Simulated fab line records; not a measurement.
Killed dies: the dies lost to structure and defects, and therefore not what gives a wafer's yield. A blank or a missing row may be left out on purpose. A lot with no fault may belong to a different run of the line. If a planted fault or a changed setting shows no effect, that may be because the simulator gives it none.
The tool behind it: which one? -- flow sfq_line -- 21 wafers from 7 lots sampled at 3 of the route's 325 steps

== WHAT EACH GAUGE READ, for each wafer ==
SFQ_M0_RS_MEAS_904: measurement is done with a four-point probe.
lot,measured,on,M0_NB_RS (ohm/sq)
L354,day 6 07:31,film_metro-02,0.896 0.876 0.893
L356,day 6 19:29,film_metro-02,0.875 0.872 0.877
L358,day 7 05:14,film_metro-03,0.898 0.882 0.900
L361,day 8 01:51,film_metro-03,0.889 0.883 0.892
L366,day 9 06:20,film_metro-01,2.169 0.894 0.892
L368,day 9 19:29,film_metro-02,2.219 0.896 0.900
L372,day 10 19:18,film_metro-01,0.867 0.877 0.882

== EACH LOT AND THE TOOL THAT RAN IT (in order: tool; ch and the chambers of the sampled wafers; start) ==
lot,SFQ_TRILAYER_L0_ETCH_METAL_ETCH_008,SFQ_TRILAYER_M0_DEP_SPUTTER_019
L354,"rie_metal-03 ch 0,1, day 3 17:19","pvd_sputter-05, day 6 07:25"
L356,"rie_metal-01 ch 0,1, day 4 06:31","pvd_sputter-05, day 6 19:24"
L358,"rie_metal-03 ch 0,1, day 4 16:07","pvd_sputter-06, day 7 05:06"
L361,"rie_metal-04 ch 0,1, day 5 08:55","pvd_sputter-05, day 8 01:43"
L366,"rie_metal-01 ch 0,1, day 6 07:43","pvd_sputter-05, day 9 06:12"
L368,"rie_metal-01 ch 0,1, day 6 18:31","pvd_sputter-05, day 9 19:24"
L372,"rie_metal-03 ch 0,1, day 7 16:13","pvd_sputter-04, day 10 19:12"
- SFQ_TRILAYER_L0_ETCH_METAL_ETCH_008: etches MoNx KI in SF6/O2, stops on SiO2, target depth 50 nm, time 25 s.
- SFQ_TRILAYER_M0_DEP_SPUTTER_019: material Nb, target thk 200 nm, time 133.3 s.

== THE ANSWER, worked out from the rows above alone ==
Rule: the lots themselves supply what counts as usual. Put in order of their means at a reading, lots are off if they are a third of the lots or fewer, leave a main group of 4 or more, and stand apart from it by a gap of 3 or more times the standard deviation of the main group's means; of several such gaps the widest counts. If all means in a main group match to the digits the tables above print for the reading, that group is not used. A lot without any number at a reading at which 4 lots or more have one is off too. Any other lot the step has rows for is counted as sound.
Off: L366, L368, seen at SFQ_M0_RS_MEAS_904 (M0_NB_RS). The main group has a mean of 0.884 ohm/sq with a standard deviation of 0.0075.
A tool fits if, at a process step before that reading, it ran every lot that is off, and no sound lot after the first of them. The gauges at SFQ_M0_RS_MEAS_904 are tried like those tools. 2 tools fit, rie_metal-01 at SFQ_TRILAYER_L0_ETCH_METAL_ETCH_008 and pvd_sputter-05 at SFQ_TRILAYER_M0_DEP_SPUTTER_019, so this cannot tell which one it is.

== WHAT THE SIMULATOR PUT IN ==
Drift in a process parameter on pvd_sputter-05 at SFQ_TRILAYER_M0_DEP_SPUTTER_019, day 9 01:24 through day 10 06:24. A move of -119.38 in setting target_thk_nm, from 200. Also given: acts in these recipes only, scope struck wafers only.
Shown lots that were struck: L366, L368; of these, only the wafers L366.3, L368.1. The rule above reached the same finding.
